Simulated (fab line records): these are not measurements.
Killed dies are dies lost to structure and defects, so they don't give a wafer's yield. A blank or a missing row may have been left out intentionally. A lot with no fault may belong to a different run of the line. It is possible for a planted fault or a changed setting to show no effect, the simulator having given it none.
A lot that was struck, set against a sound lot | flow gf180mcu | 14 out of 602 route steps
Sound: the wafers L625.1, L625.3, L625.6. Struck: wafers L626.3, L626.5, L626.6. The cause is named last.
Per side, at each step with rows, come the tool, then ch with its chambers, and then its first start. Under that, the readings that differ: sound wafers | struck wafers | difference of the means | sigmas: that difference in standard deviations of wafers without a fault.
alike: a reading whose means differ by less than 2 such deviations, as well as words and numbers matching on both sides. not compared: withheld readings; readings where some wafer has no value; bounds like >300 that might hide an equal value; numbers whose values overlap and for which the record gives no deviation.
A row with sigmas, a row that says differs or no value, or rows on one side alone: a step with any of these is where the two part. Non-overlapping numbers with no deviation appear without sigmas and do not part them. A reading that every wafer of one side lacks parts them only if that side has two wafers or more.

first, 2 steps without rows for these wafers: GF_MVPSD_PEB_05; GF_MVPSD_DEVELOP_06 (develop time 60 s).
GF_MVPSD_OVL_MEAS_07:
  struck on overlay-02, day 6 18:20; sound on overlay-02, day 6 12:37
  alike: MVPSD_OVL
then, 2 steps without rows for these wafers: GF_MVPSD_IMPLANT_08; GF_MVPSD_IMPLANT_09.
GF_MVPSD_STRIP_10: strips in O2/N2.
  sound on plasma-asher-04 ch 0,1, day 6 12:58; struck on plasma-asher-04 ch 0,1, day 6 18:42
  alike: drypump-motor-current-A, heater-power-w, o2-flow-sccm, oes-product-au, platen-temp-c, strip-time-to-endpoint-s
  not compared: rf-hours-counter-h
GF_MVPSD_TW_MEAS_11:
  struck on film-metro-04, day 6 18:47; sound on film-metro-01, day 6 13:04
  alike: MVPSD_TW
then, 5 steps without rows for these wafers: GF_VT_IMPLANT_DEHYDRATE_00 (time 60 s); GF_VT_IMPLANT_HMDS_01 (prime time 60 s); GF_VT_IMPLANT_COAT_02 (resist thk 1000 nm); GF_VT_IMPLANT_SOFTBAKE_03 (time 60 s); GF_VT_IMPLANT_EXPOSE_04 (exposes mask LVPWELL LV AREA, target cd 600 nm).
GF_VT_IMPLANT_PEB_05:
  struck on litho-track-02, day 7 09:43; sound on litho-track-02 ch 0, day 7 03:31
  reading         | sound          | struck | difference                    | sigmas
  exhaust-pa (Pa) | 44.6 45.6 45.0 | - - -  | no value on the struck wafers |
  not compared: chill-plate-temp-C, time-s
then, 1 step without rows for these wafers: GF_VT_IMPLANT_DEVELOP_06 (develop time 60 s).

## WHERE THEY PART
GF_VT_IMPLANT_PEB_05 only, going by this record.

WHY: whatever the simulator had introduced
Beginning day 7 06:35, the whole step at GF_VT_IMPLANT_PEB_05 was skipped on litho-track-02. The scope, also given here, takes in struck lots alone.
